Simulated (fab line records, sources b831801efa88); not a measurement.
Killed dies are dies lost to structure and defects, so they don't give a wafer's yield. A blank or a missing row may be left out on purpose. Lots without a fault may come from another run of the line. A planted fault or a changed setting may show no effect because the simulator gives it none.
Chamber matching | flow gf180mcu | GF_V2_CMP_26 on cmp-01: 4 sister chambers
The step polishes, stops on SiO2, t overpolish 15 s, target thk 0 nm. 14 wafers are shown with their chamber, then 7 later ones without.

WAFERS WITH THEIR CHAMBER
wafer  | chamber | motor_current_A (A) | time_to_endpoint_s (s) | head_pressure_psi (psi)
L508.1 | 0       | 10.8                | 78                     | 3.506
L508.2 | 2       | 11.3                | 77                     | 3.490
L508.4 | 1       | 10.5                | 75                     | 3.505
L510.3 | 3       | 10.5                | 85                     | 3.490
L510.5 | 0       | 10.2                | 79                     | 3.496
L510.6 | 3       | 10.9                | 85                     | 3.505
L512.1 | 0       | 9.8                 | 82                     | 3.503
L512.2 | 3       | 10.5                | 84                     | 3.489
L512.5 | 0       | 10.1                | 83                     | 3.504
L513.1 | 1       | 10.8                | 79                     | 3.501
L513.5 | 3       | 10.2                | 88                     | 3.496
L513.6 | 2       | 11.4                | 81                     | 3.498
L519.3 | 3       | 10.4                | 89                     | 3.501
L519.5 | 0       | 10.4                | 81                     | 3.508

SIGNATURES (means of the wafers above)
reading            | chamber 0 | chamber 1 | chamber 2 | chamber 3 | scatter within a chamber
motor_current_A    | 10.260    | 10.650    | 11.350    | 10.500    | 0.294
time_to_endpoint_s | 80.60     | 77.00     | 79.00     | 86.20     | 2.28
head_pressure_psi  | 3.50340   | 3.50300   | 3.49400   | 3.49620   | 0.0056
Rule: a wafer's distance from a chamber is the root of the sum, over the readings, of the square of ((its reading less the chamber's mean) divided by the reading's scatter). The wafer belongs to the nearest chamber; if the next one is less than 2 further off, it can't be placed. The scatter: the root of (the sum of the squares of (reading less its chamber's mean) over the shown wafers, divided by (wafers less chambers)).

WAFERS WITHOUT THEIR CHAMBER
wafer  | motor_current_A (A) | time_to_endpoint_s (s) | head_pressure_psi (psi)
L519.6 | 10.7                | 87                     | 3.497
L528.2 | 12.1                | 78                     | 3.490
L528.4 | 10.9                | 77                     | 3.506
L528.5 | 10.5                | 78                     | 3.503
L530.1 | 10.4                | 78                     | 3.510
L530.3 | 11.5                | 77                     | 3.507
L530.4 | 9.9                 | 79                     | 3.516

WHICH CHAMBER EACH WENT THROUGH
wafer  | from the rows above          | in truth
L519.6 | 3                            | 3
L528.2 | 2                            | 2
L528.4 | can't be placed: 1 or 0 or 2 | 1
L528.5 | can't be placed: 1 or 0      | 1
L530.1 | can't be placed: 1 or 0      | 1
L530.3 | can't be placed: 2 or 1      | 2
L530.4 | can't be placed: 0 or 1      | 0
Placed correctly: 2 of 7. Can't be placed from these rows: 5 (the true chamber is among the candidates in 5). Placed wrongly: 0.
